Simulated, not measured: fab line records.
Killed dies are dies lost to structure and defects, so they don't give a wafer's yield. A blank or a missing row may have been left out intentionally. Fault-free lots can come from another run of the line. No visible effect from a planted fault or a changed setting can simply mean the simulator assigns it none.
Problem report, 8D (eight disciplines) form, completed by code ; flow gf180mcu ; the parts of the form that need people (team, actions taken, sign-off) are left out

## 1. WHAT WENT WRONG
DUAL_GATE_OXIDATION_00_THK at GF_DUAL_GATE_THK_MEAS_03 reads a mean of 12.25 nm on 6 wafers of 2 lots; wafers without a fault read 10.73 nm with a standard deviation of 0.2. That puts it +7.6 standard deviations away from the usual mean.
First seen on wafer L942.3, day 9 11:32, on film_metro-04. The record has a number at this step for 39 wafers belonging to 13 lots. By rule, "out" or "out of limits" means more than 4 standard deviations away from the usual mean. The other wafers with a number count as sound.

## 2. WHAT IT IS AND WHAT IT IS NOT
question;is;is not
which readings at this step;DUAL_GATE_OXIDATION_00_THK;-
which lots;L942, L946;L937, L938, L939, L940, L951, L954, L955, L956, L957, L958, L959
which wafers of those lots;all that have a number;-
read on which gauges;film_metro-04;film_metro-01, film_metro-02
when;from day 9 11:32;"up to then (12 sound wafers); but 21 sound wafers of L951, L954, L955, L956, L957, L958, L959 came after"

## 3. WHAT RULES OUT EACH SUSPECT
Counting: any tool at a process step up to the reading is kept as a suspect provided that every lot that is out went through it and no sound lot did after the first of them.
- the gauge at GF_DUAL_GATE_THK_MEAS_03: kept. All the wafers that are out were read on film_metro-04, and no step on other tools shows them out.
- furnace-02 at GF_DUAL_GATE_OXIDATION_02 (stabilise 600 s, purge 300 s, target thk 10.887 nm): ruled out as a lasting fault. Sound lots L955 ran on it after its first lot that is out, L942 (day 9 10:05).
After counting, what remains is film_metro-04 at GF_DUAL_GATE_THK_MEAS_03.

## 4. THE CAUSE (what the simulator had put in)
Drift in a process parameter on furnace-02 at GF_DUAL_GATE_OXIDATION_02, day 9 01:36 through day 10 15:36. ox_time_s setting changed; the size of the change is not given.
Counting ruled it out, wrongly: the rule takes a fault to strike every lot that its tool runs from its start on, and this one did not.

## 5. SEQUENCE OF EFFECTS, ordered by route
Each row: a reading where the mean over the struck wafers with a number is more than 3 standard deviations away from the usual. Only readings whose record carries a usual standard deviation are examined. hours: median over the lots of the time between each lot's start at the first step of this table that gives one and its start at this step. sigmas: the change, counted in usual standard deviations.
hours;step;reading;usual;on struck wafers;change;sigmas
0;GF_DUAL_GATE_THK_MEAS_03;DUAL_GATE_OXIDATION_00_THK;10.73 nm;12.25;+1.52;+7.6

## 6. WHAT WOULD HAVE CAUGHT IT SOONER
In this record the first reading out of limits at a measuring or inspecting step was taken at day 9 11:32, 10 hours after the fault began at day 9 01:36.
An alarm limit of 4 standard deviations would not have fired on the tool readings at GF_DUAL_GATE_OXIDATION_02 for which the record gives a usual standard deviation, since none of them was out on any struck wafer.
